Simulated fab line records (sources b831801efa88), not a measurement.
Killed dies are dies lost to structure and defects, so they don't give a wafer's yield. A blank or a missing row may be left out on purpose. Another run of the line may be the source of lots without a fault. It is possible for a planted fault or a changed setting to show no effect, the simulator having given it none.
Comparing a struck lot with a sound one    flow sky130    15 steps out of a route of 708
Sound: wafers L432.2, L432.5, L432.6. Struck: wafers L449.1, L449.6 (left out: L449.5, a lot-mate that was not struck); the cause follows at the end.
For every step that has rows: the tool of each side, followed by ch and its chambers, followed by its first start. Under that, the readings that differ: sound wafers    struck wafers    difference of the means    sigmas: that difference in standard deviations of wafers without a fault.
alike: readings with means less than 2 such deviations apart, plus words and numbers identical on both sides. not compared: withheld readings, readings lacking a value on some wafer, bounds such as >300 that could conceal the same value, and numbers that have no deviation in the record and whose values overlap.
The two part at a step that has a row with sigmas, a row that says differs or no value, or rows on one side only. Numbers that have no deviation but don't overlap get no sigmas and don't part them. A reading missing from all wafers of one side parts the sides only when that side holds two or more wafers.

first, 4 steps without rows for these wafers: SKY_LI_CONTACT_SOFTBAKE_08 (time 90 s); SKY_LI_CONTACT_EXPOSE_09 (exposes mask LICM1, target cd 170 nm); SKY_LI_CONTACT_PEB_10; SKY_LI_CONTACT_DEVELOP_11 (develop time 60 s).
SKY_LI_CONTACT_CD_MEAS_12: target cd 170 nm.
  struck on cd sem-01, day 35 05:48; sound on cd sem-01, day 28 13:26
  alike: cd nm
SKY_LI_CONTACT_OVL_MEAS_13:
  struck on overlay-01, day 35 05:55; sound on overlay-01, day 28 13:32
  alike: LI_CONTACT_OVL
SKY_LI_CONTACT_ETCH_14: etches BARC in N2/H2, stops on SiO2, time 45.9 s, target depth 60 nm.
  sound on rie diel-01 ch 0,3, day 28 13:34; struck on rie diel-02 ch 1,2, day 35 05:58
reading                         sound                 struck         difference  sigmas
chamber pressure mTorr (mTorr)  29.990 29.990 29.970  30.070 30.001  +0.052      +2
  alike: drypump motor current A, oes product au, throttle valve pct
  not compared: rf hours counter h
SKY_LI_CONTACT_ETCH_15: etches PSG in C4F8/O2/Ar, stops on Si, target depth 600 nm.
  sound on rie diel-01 ch 0,3, day 28 13:37; struck on rie diel-02 ch 1,2, day 35 06:00
  alike: chamber pressure mTorr, oes product au
SKY_LI_CONTACT_STRIP_16: strips in O2/N2.
  sound on plasma asher-03 ch 0,1, day 28 13:42; struck on plasma asher-02 ch 0, day 35 06:05
  alike: chamber pressure mTorr, drypump motor current A, oes product au, strip time to endpoint s
  not compared: rf hours counter h
then, 2 steps without rows for these wafers: SKY_LI_CONTACT_CLEAN_17 (cleans in NMP, time 600 s); SKY_LI_CONTACT_PRE_CLEAN_18 (time 5.6 s).
SKY_LI_CONTACT_SPUTTER_19: material Ti, target thk 20 nm, time 106.37 s.
  struck on pvd sputter-02, day 35 06:23; sound on pvd sputter-02, day 28 14:00
  alike: chamber pressure pa, throttle valve pct
SKY_LI_CONTACT_SPUTTER_20: material TiN, target thk 20 nm, time 80 s.
  struck on pvd sputter-02, day 35 06:28; sound on pvd sputter-02, day 28 14:04
reading                                         sound              struck       difference  sigmas
chamber pressure pa (Pa)                        5.007 5.004 5.010  5.864 5.863  +0.857      +78
throttle valve pct (%)                          30.5 28.8 30.3     27.2 27.2    -2.7        -3
model.TiN_of_LI_CONTACT_SPUTTER_20.thk nm (nm)  19.79 20.42 19.88  17.5 17.62   -2.5        
SKY_LI_CONTACT_CVD_21: deposits W, target thk 400 nm, time 120.56 s.
  sound on cvd w-02 ch 0,1, day 28 14:08; struck on cvd w-02 ch 0,1, day 35 06:31
  alike: heater power w
-- record jumps: 15 days separate the struck wafers' starts on either side; left off in module LI_CONTACT, taken up again in module PAD_OPEN, whose first shown step is the route's number 708 --
SKY_PAD_OPEN_PROBE_99:
  rows exist in the record for the struck wafers here (prober-02, day 50 03:07), but not for the sound ones

WHERE THEY PART
At SKY_LI_CONTACT_ETCH_14 first; at SKY_PAD_OPEN_PROBE_99 last (within this record only).

WHY: what had been put in by the simulator
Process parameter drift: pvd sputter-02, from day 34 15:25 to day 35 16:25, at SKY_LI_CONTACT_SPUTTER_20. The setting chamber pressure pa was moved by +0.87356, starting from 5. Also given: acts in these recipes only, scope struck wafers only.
